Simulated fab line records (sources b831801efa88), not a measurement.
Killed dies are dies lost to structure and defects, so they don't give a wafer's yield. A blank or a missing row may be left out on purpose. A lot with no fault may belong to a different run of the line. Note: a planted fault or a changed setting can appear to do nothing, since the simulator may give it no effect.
Lot-split experiment / flow sfq-line / 5 lots, 23 wafers read, on a route of 325 steps

== THE SPLIT ==
At SFQ_TRILAYER_I7_VIA_LITHO_COAT_187 (resist thk 650 nm), the setting resist-thk-nm was moved away from the recipe's 650 nm on 11 of the 23 wafers read, by -5.8% to +3.4%. All remaining wafers had this setting at the recipe value.

The split's own step is where the reading is taken.

== THE READING ==
KrF_of_TRILAYER_I7_VIA_LITHO_COAT_187.thk-nm (the simulator's own value, which no gauge read), in nm, at SFQ_TRILAYER_I7_VIA_LITHO_COAT_187 (resist thk 650 nm). The file gives no usual value for it. Average 648.2 nm, standard deviation 1.6 nm, over the 12 wafers here run with the recipe.

wafer=L074.1; tool, chamber at the split=litho-track-02, 0; resist-thk-nm as run, nm=650; against the recipe=recipe; KrF_of_TRILAYER_I7_VIA_LITHO_COAT_187.thk-nm, nm=645.9; against lot-mates on the recipe=-
wafer=L074.2; tool, chamber at the split=litho-track-02, 0; resist-thk-nm as run, nm=612.6; against the recipe=-5.8%; KrF_of_TRILAYER_I7_VIA_LITHO_COAT_187.thk-nm, nm=608.9; against lot-mates on the recipe=-38.5
wafer=L074.3; tool, chamber at the split=litho-track-02, 0; resist-thk-nm as run, nm=612.6; against the recipe=-5.8%; KrF_of_TRILAYER_I7_VIA_LITHO_COAT_187.thk-nm, nm=612.2; against lot-mates on the recipe=-35.2
wafer=L074.4; tool, chamber at the split=litho-track-02, 0; resist-thk-nm as run, nm=650; against the recipe=recipe; KrF_of_TRILAYER_I7_VIA_LITHO_COAT_187.thk-nm, nm=648.9; against lot-mates on the recipe=-
wafer=L074.6; tool, chamber at the split=litho-track-02, 0; resist-thk-nm as run, nm=612.6; against the recipe=-5.8%; KrF_of_TRILAYER_I7_VIA_LITHO_COAT_187.thk-nm, nm=611.4; against lot-mates on the recipe=-36.0
wafer=L075.3; tool, chamber at the split=litho-track-03, 0; resist-thk-nm as run, nm=650; against the recipe=recipe; KrF_of_TRILAYER_I7_VIA_LITHO_COAT_187.thk-nm, nm=650.6; against lot-mates on the recipe=-
wafer=L075.4; tool, chamber at the split=litho-track-03, 0; resist-thk-nm as run, nm=650; against the recipe=recipe; KrF_of_TRILAYER_I7_VIA_LITHO_COAT_187.thk-nm, nm=651.1; against lot-mates on the recipe=-
wafer=L075.5; tool, chamber at the split=litho-track-03, 0; resist-thk-nm as run, nm=650; against the recipe=recipe; KrF_of_TRILAYER_I7_VIA_LITHO_COAT_187.thk-nm, nm=648.7; against lot-mates on the recipe=-
wafer=L076.2; tool, chamber at the split=litho-track-03, 0; resist-thk-nm as run, nm=650; against the recipe=recipe; KrF_of_TRILAYER_I7_VIA_LITHO_COAT_187.thk-nm, nm=648.7; against lot-mates on the recipe=-
wafer=L076.3; tool, chamber at the split=litho-track-03, 0; resist-thk-nm as run, nm=672; against the recipe=+3.4%; KrF_of_TRILAYER_I7_VIA_LITHO_COAT_187.thk-nm, nm=669.6; against lot-mates on the recipe=+20.8
wafer=L076.4; tool, chamber at the split=litho-track-03, 0; resist-thk-nm as run, nm=672; against the recipe=+3.4%; KrF_of_TRILAYER_I7_VIA_LITHO_COAT_187.thk-nm, nm=669.3; against lot-mates on the recipe=+20.5
wafer=L076.5; tool, chamber at the split=litho-track-03, 0; resist-thk-nm as run, nm=650; against the recipe=recipe; KrF_of_TRILAYER_I7_VIA_LITHO_COAT_187.thk-nm, nm=648.9; against lot-mates on the recipe=-
wafer=L076.6; tool, chamber at the split=litho-track-03, 0; resist-thk-nm as run, nm=672; against the recipe=+3.4%; KrF_of_TRILAYER_I7_VIA_LITHO_COAT_187.thk-nm, nm=669.5; against lot-mates on the recipe=+20.7
wafer=L077.1; tool, chamber at the split=litho-track-03, 0; resist-thk-nm as run, nm=650; against the recipe=recipe; KrF_of_TRILAYER_I7_VIA_LITHO_COAT_187.thk-nm, nm=645.7; against lot-mates on the recipe=-
wafer=L077.3; tool, chamber at the split=litho-track-03, 0; resist-thk-nm as run, nm=650; against the recipe=recipe; KrF_of_TRILAYER_I7_VIA_LITHO_COAT_187.thk-nm, nm=647.5; against lot-mates on the recipe=-
wafer=L077.4; tool, chamber at the split=litho-track-03, 0; resist-thk-nm as run, nm=635.7; against the recipe=-2.2%; KrF_of_TRILAYER_I7_VIA_LITHO_COAT_187.thk-nm, nm=634.1; against lot-mates on the recipe=-12.9
wafer=L077.5; tool, chamber at the split=litho-track-03, 0; resist-thk-nm as run, nm=635.7; against the recipe=-2.2%; KrF_of_TRILAYER_I7_VIA_LITHO_COAT_187.thk-nm, nm=633.8; against lot-mates on the recipe=-13.2
wafer=L077.6; tool, chamber at the split=litho-track-03, 0; resist-thk-nm as run, nm=650; against the recipe=recipe; KrF_of_TRILAYER_I7_VIA_LITHO_COAT_187.thk-nm, nm=647.9; against lot-mates on the recipe=-
wafer=L083.2; tool, chamber at the split=litho-track-02, 0; resist-thk-nm as run, nm=613.7; against the recipe=-5.6%; KrF_of_TRILAYER_I7_VIA_LITHO_COAT_187.thk-nm, nm=611.3; against lot-mates on the recipe=-35.9
wafer=L083.3; tool, chamber at the split=litho-track-02, 0; resist-thk-nm as run, nm=613.7; against the recipe=-5.6%; KrF_of_TRILAYER_I7_VIA_LITHO_COAT_187.thk-nm, nm=610.8; against lot-mates on the recipe=-36.4
wafer=L083.4; tool, chamber at the split=litho-track-02, 0; resist-thk-nm as run, nm=650; against the recipe=recipe; KrF_of_TRILAYER_I7_VIA_LITHO_COAT_187.thk-nm, nm=646.4; against lot-mates on the recipe=-
wafer=L083.5; tool, chamber at the split=litho-track-02, 0; resist-thk-nm as run, nm=650; against the recipe=recipe; KrF_of_TRILAYER_I7_VIA_LITHO_COAT_187.thk-nm, nm=647.9; against lot-mates on the recipe=-
wafer=L083.6; tool, chamber at the split=litho-track-02, 0; resist-thk-nm as run, nm=613.7; against the recipe=-5.6%; KrF_of_TRILAYER_I7_VIA_LITHO_COAT_187.thk-nm, nm=611.1; against lot-mates on the recipe=-36.0

FIT RESULTS
A straight line over all 23 wafers: KrF_of_TRILAYER_I7_VIA_LITHO_COAT_187.thk-nm changes by +6.5 nm for each +1% of resist-thk-nm; r = +1.00; the points scatter about the line by 1.4 nm.
The same after taking each lot's own level away (the mean of its wafers on the recipe; 23 wafers): +6.33 nm for each +1%; r = +1.00; scatter 1 nm.
According to that fit, moving resist-thk-nm by its largest amount changes the reading by 36 nm.
Measured against the standard deviation above, the lots' own levels, which go from 647.03 to 650.13 nm, span 1.9 times it.
Hence the lot-to-lot level has little effect on the slope; both slopes agree.
Check: for one of the wafers moved furthest among these (-5.8%), held out of the fit, the line's prediction against its lot-mates is -36.2 nm. Against them it came out at -38.5 nm.

== THESE WAFERS: OTHER SPLITS ==
Other splits were also applied to these wafers ahead of the reading. Each is held against what the fit with the lots' levels taken away leaves over:
other split on the same wafers=SFQ_TRILAYER_I5_BARC_OPEN_VIA_ETCH_200 source-w; wafers away from the commonest value=7; r with KrF_of_TRILAYER_I7_VIA_LITHO_COAT_187.thk-nm (lot level and that fit taken away)=+0.08
other split on the same wafers=SFQ_TRILAYER_C5_LITHO_COAT_156 resist-thk-nm; wafers away from the commonest value=8; r with KrF_of_TRILAYER_I7_VIA_LITHO_COAT_187.thk-nm (lot level and that fit taken away)=+0.24
other split on the same wafers=SFQ_TRILAYER_M6_DEP_SPUTTER_157 power-w; wafers away from the commonest value=11; r with KrF_of_TRILAYER_I7_VIA_LITHO_COAT_187.thk-nm (lot level and that fit taken away)=+0.36
other split on the same wafers=SFQ_TRILAYER_M6_LITHO_PEB_162 peb-time-s; wafers away from the commonest value=11; r with KrF_of_TRILAYER_I7_VIA_LITHO_COAT_187.thk-nm (lot level and that fit taken away)=+0.04
other split on the same wafers=SFQ_TRILAYER_I6_VIA_LITHO_COAT_174 spin-rpm; wafers away from the commonest value=8; r with KrF_of_TRILAYER_I7_VIA_LITHO_COAT_187.thk-nm (lot level and that fit taken away)=+0.37
other split on the same wafers=SFQ_TRILAYER_M7_DEP_SPUTTER_175 time-s; wafers away from the commonest value=5; r with KrF_of_TRILAYER_I7_VIA_LITHO_COAT_187.thk-nm (lot level and that fit taken away)=-0.05
other split on the same wafers=SFQ_TRILAYER_M7_BARC_OPEN_METAL_ETCH_229 icp-w; wafers away from the commonest value=5; r with KrF_of_TRILAYER_I7_VIA_LITHO_COAT_187.thk-nm (lot level and that fit taken away)=+0.07

== THE FILE'S OWN FIT ==
KrF_of_TRILAYER_I7_VIA_LITHO_COAT_187.thk-nm changes by +6.34 nm for each +1% of resist-thk-nm, r = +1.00.
